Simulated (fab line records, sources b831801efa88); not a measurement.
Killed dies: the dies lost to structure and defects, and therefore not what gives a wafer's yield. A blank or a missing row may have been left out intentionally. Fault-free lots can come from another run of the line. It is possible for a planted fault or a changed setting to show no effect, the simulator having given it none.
The tool behind it: which one? | flow gf180mcu | Sampling: 7 lots, 21 wafers, 2 of 602 route steps

== WHAT THE GAUGES READ, wafer by wafer ==
GF_CONTACT_THK_MEAS_01.
lot  | measured     | on            | CONTACT_CVD_00_THK (nm)
L431 | day 15 21:10 | film metro-02 | 292 303 299
L434 | day 17 08:46 | film metro-01 | 300 298 296
L436 | day 17 22:53 | film metro-01 | 301 300 306
L439 | day 19 01:20 | film metro-04 | 300 301 300
L441 | day 19 20:02 | film metro-04 | 302 301 298
L449 | day 22 10:01 | film metro-01 | 596 597 598 596 597 599
L451 | day 23 00:49 | film metro-01 | 295 300 299

== EACH LOT AND THE TOOL THAT RAN IT (in order: tool; ch and the chambers of the sampled wafers; start) ==
lot  | GF_CONTACT_CVD_00
L431 | hdpcvd-01 ch 0,1,2, day 15 21:07
L434 | hdpcvd-01 ch 0,1, day 17 08:43
L436 | hdpcvd-02 ch 0,2, day 17 22:51
L439 | hdpcvd-01 ch 0,1,2, day 19 01:17
L441 | hdpcvd-01 ch 1,2, day 19 19:59
L449 | hdpcvd-01 ch 1,2, day 22 09:46
L451 | hdpcvd-01 ch 0,1,2, day 23 00:47
- GF_CONTACT_CVD_00: deposits SiO2, target thk 300 nm, time 50 s.

== THE ANSWER, worked out from the rows above alone ==
Rule: the usual values come from the lots themselves. The widest of any qualifying gaps counts: lots, ordered by their means at a reading, are off when they make up no more than a third of the lots, leave a main group of 4 or more, and stand apart from it by 3 or more times the standard deviation of that group's means. A main group is skipped when, at the precision printed for the reading in the tables above, its means are all equal. Also off: a lot with no number at a reading for which 4 or more lots have one. Where the step has rows for the other lots, those lots are counted as sound.
Off: at GF_CONTACT_THK_MEAS_01 (CONTACT_CVD_00_THK), L449. The main group has a mean of 300 nm with a standard deviation of 1.6.
If a tool, at a process step before that reading, ran all the lots that are off and no sound lot after the first of them, it fits. Those tools and the gauges at GF_CONTACT_THK_MEAS_01 are tried in the same way. No candidate that was tried fits.

== WHAT HAD BEEN PUT IN BY THE SIMULATOR ==
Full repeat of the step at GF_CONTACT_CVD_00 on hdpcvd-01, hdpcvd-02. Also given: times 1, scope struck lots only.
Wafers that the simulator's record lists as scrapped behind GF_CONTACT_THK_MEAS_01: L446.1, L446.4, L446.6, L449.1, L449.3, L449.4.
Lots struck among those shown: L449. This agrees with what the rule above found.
